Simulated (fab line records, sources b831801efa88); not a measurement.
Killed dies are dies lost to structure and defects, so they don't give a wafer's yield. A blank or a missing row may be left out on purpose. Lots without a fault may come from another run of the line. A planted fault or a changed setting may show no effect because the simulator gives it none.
Which tool did it? | flow gf180mcu | 6 lots, 18 wafers sampled, at 4 steps of a route of 602

WHAT THE GAUGES READ, wafer by wafer
GF_HV_LDD_CD_MEAS_46: target cd 400 nm.
lot  | measured     | on        | cd_nm (nm)
L309 | day 13 18:05 | cd_sem-02 | 402.8 402.5 404.6
L312 | day 14 15:12 | cd_sem-02 | 400.9 400.0 400.1
L315 | day 15 15:11 | cd_sem-02 | 399.2 399.8 399.0
L320 | day 17 14:28 | cd_sem-02 | 396.9 397.5 398.7
L326 | day 19 07:28 | cd_sem-02 | 400.5 402.3 400.7
L328 | day 20 04:53 | cd_sem-01 | 398.7 398.9 398.2

WHICH TOOL RAN EACH LOT (tool, then ch and the chambers of the sampled wafers, then the start)
lot  | GF_DNWELL_STRIP_08                  | GF_LVPWELL_STRIP_10                 | GF_HV_LDD_EXPOSE_43
L309 | plasma_asher-01 ch 0, day 3 18:46   | plasma_asher-02 ch 0,1, day 4 22:34 | iline_stepper-02 ch 0, day 13 08:27
L312 | plasma_asher-03 ch 0,1, day 4 07:15 | plasma_asher-03 ch 0,1, day 5 11:35 | iline_stepper-02 ch 0, day 14 04:48
L315 | plasma_asher-03 ch 0,1, day 4 22:55 | plasma_asher-02 ch 0,1, day 6 04:45 | iline_stepper-01 ch 0, day 15 04:35
L320 | plasma_asher-03 ch 0,1, day 6 04:13 | plasma_asher-03 ch 0,1, day 7 11:54 | iline_stepper-01 ch 0, day 17 03:16
L326 | plasma_asher-04 ch 0,1, day 7 09:31 | plasma_asher-04 ch 0,1, day 8 17:55 | iline_stepper-02 ch 0, day 18 19:14
L328 | plasma_asher-01 ch 0, day 7 21:13   | plasma_asher-03 ch 0, day 9 07:13   | iline_stepper-01 ch 0, day 19 17:02
- GF_DNWELL_STRIP_08: strips in O2/N2.
- GF_LVPWELL_STRIP_10: strips in O2/N2.
- GF_HV_LDD_EXPOSE_43: exposes mask Pplus HV AREA, target cd 400 nm.

THE ANSWER, worked out from the rows above alone
Rule: what is usual is taken from the lots themselves. Put in order of their means at a reading, lots are off if they are a third of the lots or fewer, leave a main group of 4 or more, and stand apart from it by a gap of 3 or more times the standard deviation of the main group's means; of several such gaps the widest counts. A main group whose means are all the same, to the digits that the tables above print for the reading, isn't used. A lot without any number at a reading at which 4 lots or more have one is off too. The other lots that the step has rows for count as sound.
No lot is off at any reading shown: from this, nothing can be told.

WHAT THE SIMULATOR HAD PUT IN
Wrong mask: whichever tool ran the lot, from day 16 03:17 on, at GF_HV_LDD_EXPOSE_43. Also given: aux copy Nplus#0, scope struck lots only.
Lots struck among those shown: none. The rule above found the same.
